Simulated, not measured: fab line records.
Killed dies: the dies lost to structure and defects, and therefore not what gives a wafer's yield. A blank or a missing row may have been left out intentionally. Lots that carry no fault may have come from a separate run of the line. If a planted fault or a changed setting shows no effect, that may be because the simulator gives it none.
Which tool is to blame? / flow gf180mcu / 39 wafers from 13 lots sampled at 5 of the route's 602 steps

## WHAT THE GAUGES SHOWED, per wafer
GF_M2_OVL_MEAS_15.
lot=L719; measured=day 19 08:46; on=overlay-02; M2_OVL (nm)=4 -3 -2
lot=L720; measured=day 19 16:28; on=overlay-01; M2_OVL (nm)=19 -3 6
lot=L722; measured=day 20 03:44; on=overlay-01; M2_OVL (nm)=0 3 6
lot=L721; measured=day 20 04:16; on=overlay-01; M2_OVL (nm)=-5 0 0
lot=L723; measured=day 20 22:10; on=overlay-02; M2_OVL (nm)=1 -2 0
lot=L726; measured=day 21 13:38; on=overlay-02; M2_OVL (nm)=-8 -11 -4
lot=L727; measured=day 22 01:09; on=overlay-02; M2_OVL (nm)=-1 -3 1
lot=L728; measured=day 22 16:02; on=overlay-02; M2_OVL (nm)=7 2 -1
lot=L729; measured=day 22 18:19; on=overlay-01; M2_OVL (nm)=0 1 3
lot=L731; measured=day 23 11:12; on=overlay-01; M2_OVL (nm)=17 13 11
lot=L732; measured=day 23 20:33; on=overlay-01; M2_OVL (nm)=-4 -6 -5
lot=L734; measured=day 24 08:23; on=overlay-02; M2_OVL (nm)=3 7 2
lot=L741; measured=day 26 22:11; on=overlay-02; M2_OVL (nm)=-2 9 5

GF_V3_THK_MEAS_01.
lot=L719; measured=day 21 12:46; on=film-metro-01; V3_CVD_00_THK (nm)=589 602 599
lot=L720; measured=day 21 19:50; on=film-metro-01; V3_CVD_00_THK (nm)=594 592 591
lot=L722; measured=day 22 06:30; on=film-metro-01; V3_CVD_00_THK (nm)=595 600 591
lot=L721; measured=day 22 07:17; on=film-metro-02; V3_CVD_00_THK (nm)=600 602 593
lot=L723; measured=day 22 23:43; on=film-metro-02; V3_CVD_00_THK (nm)=592 595 603
lot=L726; measured=day 23 14:04; on=film-metro-04; V3_CVD_00_THK (nm)=597 595 596
lot=L727; measured=day 24 01:58; on=film-metro-04; V3_CVD_00_THK (nm)=605 603 597
lot=L728; measured=day 24 16:54; on=film-metro-02; V3_CVD_00_THK (nm)=597 592 594
lot=L729; measured=day 24 19:12; on=film-metro-04; V3_CVD_00_THK (nm)=603 607 611
lot=L731; measured=day 25 10:54; on=film-metro-01; V3_CVD_00_THK (nm)=585 591 591
lot=L732; measured=day 25 20:50; on=film-metro-02; V3_CVD_00_THK (nm)=900 606 598
lot=L734; measured=day 26 08:08; on=film-metro-02; V3_CVD_00_THK (nm)=597 904 596
lot=L741; measured=day 28 19:13; on=film-metro-02; V3_CVD_00_THK (nm)=605 594 598

GF_V3_CD_MEAS_14 targets a cd of 260 nm.
lot=L719; measured=day 22 12:19; on=cd-sem-01; cd-nm (nm)=260.9 259.5 259.3
lot=L720; measured=day 22 19:11; on=cd-sem-01; cd-nm (nm)=260.2 261.3 261.2
lot=L722; measured=day 23 05:58; on=cd-sem-02; cd-nm (nm)=263.6 263.6 262.6
lot=L721; measured=day 23 06:38; on=cd-sem-02; cd-nm (nm)=260.8 260.2 261.3
lot=L723; measured=day 23 22:26; on=cd-sem-02; cd-nm (nm)=259.4 259.6 259.1
lot=L726; measured=day 24 12:34; on=cd-sem-01; cd-nm (nm)=261.1 261.3 261.8
lot=L727; measured=day 25 00:40; on=cd-sem-02; cd-nm (nm)=259.4 260.3 259.9
lot=L728; measured=day 25 15:31; on=cd-sem-02; cd-nm (nm)=261.7 261.4 261.4
lot=L729; measured=day 25 17:44; on=cd-sem-01; cd-nm (nm)=259.5 260.3 260.2
lot=L731; measured=day 26 09:35; on=cd-sem-01; cd-nm (nm)=258.8 259.1 259.8
lot=L732; measured=day 26 18:29; on=cd-sem-02; cd-nm (nm)=258.8 259.9 259.6
lot=L734; measured=day 27 05:55; on=cd-sem-01; cd-nm (nm)=259.7 259.3 260.7
lot=L741; measured=day 29 14:46; on=cd-sem-02; cd-nm (nm)=259.1 259.6 259.0

GF_V3_OVL_MEAS_15.
lot=L719; measured=day 22 12:26; on=overlay-01; V3_OVL (nm)=2 -4 -7
lot=L720; measured=day 22 19:18; on=overlay-02; V3_OVL (nm)=-11 -10 -11
lot=L722; measured=day 23 06:05; on=overlay-02; V3_OVL (nm)=-1 10 5
lot=L721; measured=day 23 06:45; on=overlay-02; V3_OVL (nm)=-5 2 -2
lot=L723; measured=day 23 22:33; on=overlay-02; V3_OVL (nm)=-3 -2 2
lot=L726; measured=day 24 12:41; on=overlay-01; V3_OVL (nm)=-6 -5 -7
lot=L727; measured=day 25 00:46; on=overlay-02; V3_OVL (nm)=-11 -9 -13
lot=L728; measured=day 25 15:38; on=overlay-01; V3_OVL (nm)=-7 1 6
lot=L729; measured=day 25 17:49; on=overlay-02; V3_OVL (nm)=-10 -5 -6
lot=L731; measured=day 26 09:42; on=overlay-02; V3_OVL (nm)=9 -1 0
lot=L732; measured=day 26 18:37; on=overlay-01; V3_OVL (nm)=2 -3 -2
lot=L734; measured=day 27 06:02; on=overlay-02; V3_OVL (nm)=-1 -10 -5
lot=L741; measured=day 29 14:53; on=overlay-02; V3_OVL (nm)=-9 -6 -8

## EACH LOT AND THE TOOL THAT RAN IT (in order: tool; ch and the chambers of the sampled wafers; start)
lot=L719; GF_V3_CVD_00=hdpcvd-02 ch 0,1,2, day 21 12:42
lot=L720; GF_V3_CVD_00=hdpcvd-01 ch 0,1,2, day 21 19:45
lot=L722; GF_V3_CVD_00=hdpcvd-02 ch 1,2, day 22 06:26
lot=L721; GF_V3_CVD_00=hdpcvd-01 ch 0,1,2, day 22 07:13
lot=L723; GF_V3_CVD_00=hdpcvd-01 ch 0,2, day 22 23:38
lot=L726; GF_V3_CVD_00=hdpcvd-02 ch 0,1,2, day 23 13:59
lot=L727; GF_V3_CVD_00=hdpcvd-02 ch 0,1,2, day 24 01:53
lot=L728; GF_V3_CVD_00=hdpcvd-01 ch 0,1,2, day 24 16:50
lot=L729; GF_V3_CVD_00=hdpcvd-02 ch 2, day 24 19:04
lot=L731; GF_V3_CVD_00=hdpcvd-01 ch 0,1, day 25 10:49
lot=L732; GF_V3_CVD_00=hdpcvd-02 ch 0,1, day 25 20:44
lot=L734; GF_V3_CVD_00=hdpcvd-02 ch 0,1,2, day 26 08:04
lot=L741; GF_V3_CVD_00=hdpcvd-01 ch 0,2, day 28 19:08
- GF_V3_CVD_00: deposits SiO2, target thk 600 nm, time 100 s.

## WHAT THE TOOLS THEMSELVES READ (means of the sampled wafers that have a number; where no wafer has one, the mark that the record gives instead)
GF_V3_CVD_00.
lot=L719; tool=hdpcvd-02; sih4-flow-sccm (sccm)=59.83
lot=L720; tool=hdpcvd-01; sih4-flow-sccm (sccm)=60.07
lot=L722; tool=hdpcvd-02; sih4-flow-sccm (sccm)=60.01
lot=L721; tool=hdpcvd-01; sih4-flow-sccm (sccm)=59.97
lot=L723; tool=hdpcvd-01; sih4-flow-sccm (sccm)=59.90
lot=L726; tool=hdpcvd-02; sih4-flow-sccm (sccm)=60.02
lot=L727; tool=hdpcvd-02; sih4-flow-sccm (sccm)=60.05
lot=L728; tool=hdpcvd-01; sih4-flow-sccm (sccm)=59.95
lot=L729; tool=hdpcvd-02; sih4-flow-sccm (sccm)=59.80
lot=L731; tool=hdpcvd-01; sih4-flow-sccm (sccm)=60.05
lot=L732; tool=hdpcvd-02; sih4-flow-sccm (sccm)=69.94
lot=L734; tool=hdpcvd-02; sih4-flow-sccm (sccm)=70.04
lot=L741; tool=hdpcvd-01; sih4-flow-sccm (sccm)=60.17

## THE ANSWER, worked out from the rows above alone
Rule: the lots themselves supply what counts as usual. Put in order of their means at a reading, lots are off if they are a third of the lots or fewer, leave a main group of 4 or more, and stand apart from it by a gap of 3 or more times the standard deviation of the main group's means; of several such gaps the widest counts. A main group whose means are all the same, to the digits that the tables above print for the reading, isn't used. Also off: a lot with no number at a reading for which 4 or more lots have one. The other lots that the step has rows for count as sound. First the gauges in route order, then the tools' own readings, where a lot's mean is used as printed above. The first step at which some lot is off is used, and at that step the reading that is off furthest; a lot without a number counts as furthest.
Off: L732, L734, at GF_V3_THK_MEAS_01 (V3_CVD_00_THK). Mean 597 nm and standard deviation 4.5 in the main group.
A tool fits if, at a process step before that reading, it ran every lot that is off, and no sound lot after the first of them. The gauges at GF_V3_THK_MEAS_01 aren't tried: what is off there is off at GF_V3_CVD_00 too, on other tools, and a gauge's error can't cause that. One candidate fits, namely hdpcvd-02 at GF_V3_CVD_00. Its last sound lot is L729 (day 24 19:04), its first lot that is off L732 (day 25 20:44): a fault that began between those two fits.
On the lots that are off, the tool's own readings at GF_V3_CVD_00 differ by more than 5 times the standard deviation of the sound lots' means, which bears it out; sih4-flow-sccm reads 69.99 sccm there versus 59.98 sccm on the sound lots.

## WHAT THE SIMULATOR HAD INSERTED
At GF_V3_CVD_00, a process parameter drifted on hdpcvd-02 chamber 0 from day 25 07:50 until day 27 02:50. Setting sih4-flow-sccm shifted by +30 from 60. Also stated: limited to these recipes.
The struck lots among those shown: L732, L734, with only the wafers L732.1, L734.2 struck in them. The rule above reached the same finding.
